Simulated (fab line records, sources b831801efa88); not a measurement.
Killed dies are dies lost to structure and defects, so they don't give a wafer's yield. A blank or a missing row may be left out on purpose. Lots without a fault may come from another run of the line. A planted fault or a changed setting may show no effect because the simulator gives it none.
Chamber matching | flow sky130 | SKY_PASSIVATION_CVD_00 on pecvd-03: 3 sister chambers
The step deposits SiO2, target thk 90 nm. 14 wafers are shown with their chamber, then 7 later ones without.

WAFERS WITH THEIR CHAMBER
wafer  | chamber | heater_power_w (W)
L696.1 | 2       | 764
L696.4 | 2       | 771
L696.6 | 0       | 786
L698.2 | 0       | 728
L698.3 | 2       | 744
L698.6 | 2       | 743
L699.1 | 0       | 834
L699.4 | 0       | 826
L699.5 | 2       | 749
L709.2 | 2       | 828
L709.3 | 0       | 817
L709.6 | 1       | 621
L711.3 | 2       | 696
L711.4 | 1       | 612

SIGNATURES (means of the wafers above)
reading        | chamber 0 | chamber 1 | chamber 2 | scatter within a chamber
heater_power_w | 798.20    | 616.50    | 756.43    | 39.3
Rule: a wafer's distance from a chamber is the root of the sum, over the readings, of the square of ((its reading less the chamber's mean) divided by the reading's scatter). The wafer belongs to the nearest chamber; if the next one is less than 2 further off, it can't be placed. The scatter: the root of (the sum of the squares of (reading less its chamber's mean) over the shown wafers, divided by (wafers less chambers)).

WAFERS WITHOUT THEIR CHAMBER
wafer  | heater_power_w (W)
L711.6 | 681
L714.2 | 830
L714.3 | 618
L714.5 | 689
L718.1 | 621
L718.5 | 736
L718.6 | 627

WHICH CHAMBER EACH WENT THROUGH
wafer  | from the rows above          | in truth
L711.6 | can't be placed: 1 or 2 or 0 | 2
L714.2 | can't be placed: 0 or 2      | 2
L714.3 | 1                            | 1
L714.5 | can't be placed: 2 or 1 or 0 | 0
L718.1 | 1                            | 1
L718.5 | can't be placed: 2 or 0      | 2
L718.6 | 1                            | 1
Placed correctly: 3 of 7. Can't be placed from these rows: 4 (the true chamber is among the candidates in 4). Placed wrongly: 0.
